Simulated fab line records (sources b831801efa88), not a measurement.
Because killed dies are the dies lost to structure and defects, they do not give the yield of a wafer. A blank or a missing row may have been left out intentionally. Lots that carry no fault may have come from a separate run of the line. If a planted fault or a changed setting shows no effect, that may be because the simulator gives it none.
8D (eight disciplines) problem report, filled in by code :: flow sky130 :: the parts of the form that need people (team, actions taken, sign-off) are left out

== 1. THE PROBLEM ==
At SKY_LI_CONTACT_SOFTBAKE_08, run_length_s averages 114.97 s over 4 wafers from 2 lots, while fault-free wafers read 119.28 s, standard deviation 0.2. Measured from the usual mean, that is -22 standard deviations.
The step: time 90 s.
First observed at day 35 01:00: wafer L742.1, on litho_track-02. At this step, 42 wafers from 14 lots have a number in the record. The rule behind "out" and "out of limits": a value lying over 4 standard deviations away from the usual mean. The rest of the wafers with a number are treated as sound.

== 2. WHAT IT IS AND WHAT IT IS NOT ==
question: which readings at this step
is: run_length_s, heater_power_total_W
is not: -

question: which lots
is: L742, L745
is not: L722, L724, L725, L726, L727, L728, L729, L732, L733, L734, L735, L736

question: which wafers of those lots
is: L742.1, L742.3, L745.1, L745.3
is not: L742.6, L745.5

question: read on which tools
is: litho_track-02
is not: litho_track-03

question: when
is: from day 35 01:00
is not: up to then (37 sound wafers); but 1 sound wafer of L745 came after

== 3. SUSPECTS, AND WHAT RULES EACH OUT ==
Counting: any tool at a process step up to the reading remains a suspect provided it ran every lot that is out. Sound lots after the first of them don't rule it out here, since some wafers of a struck lot are sound.
- litho_track-02 at SKY_LI_CONTACT_SOFTBAKE_08 (time 90 s): kept. Ran every lot that is out, first one L742 (day 35 01:00); last sound lot up to then L736 (day 33 11:00). On those wafers its own readings are out: heater_power_total_W, run_length_s.
The count leaves litho_track-02 at SKY_LI_CONTACT_SOFTBAKE_08.

== 4. THE CAUSE (what the simulator had put in) ==
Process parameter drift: litho_track-02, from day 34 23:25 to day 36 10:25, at SKY_LI_CONTACT_SOFTBAKE_08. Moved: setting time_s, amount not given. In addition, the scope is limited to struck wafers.
After counting, this tool was the only one left.

== 5. SEQUENCE OF EFFECTS, ordered by route ==
Each row: a reading whose mean over the struck wafers that have a number lies more than 3 standard deviations from the usual. Only readings for which the record gives a usual standard deviation are gone through. hours: the time from each lot's start at the first step in this table that gives one to its start at this step, as a median over the lots. sigmas: the change in usual standard deviations.
hours: 0
step: SKY_LI_CONTACT_SOFTBAKE_08
reading: heater_power_total_W
usual: 57.36 W
on struck wafers: 58.23
change: +0.88
sigmas: +8.0

hours: 0
step: SKY_LI_CONTACT_SOFTBAKE_08
reading: run_length_s
usual: 119.28 s
on struck wafers: 114.97
change: -4.31
sigmas: -22
It contains these process steps:
- SKY_LI_CONTACT_SOFTBAKE_08: time 90 s.
Later measuring or inspecting steps at which every struck wafer that the step has a row for has a number for every such reading, and none has moved that far: SKY_LI_CONTACT_OVL_MEAS_13.

== 6. HOW IT WOULD HAVE BEEN CAUGHT EARLIER ==
In this record the first reading out of limits was taken at day 35 01:00, 2 hours after the fault began at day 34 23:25.
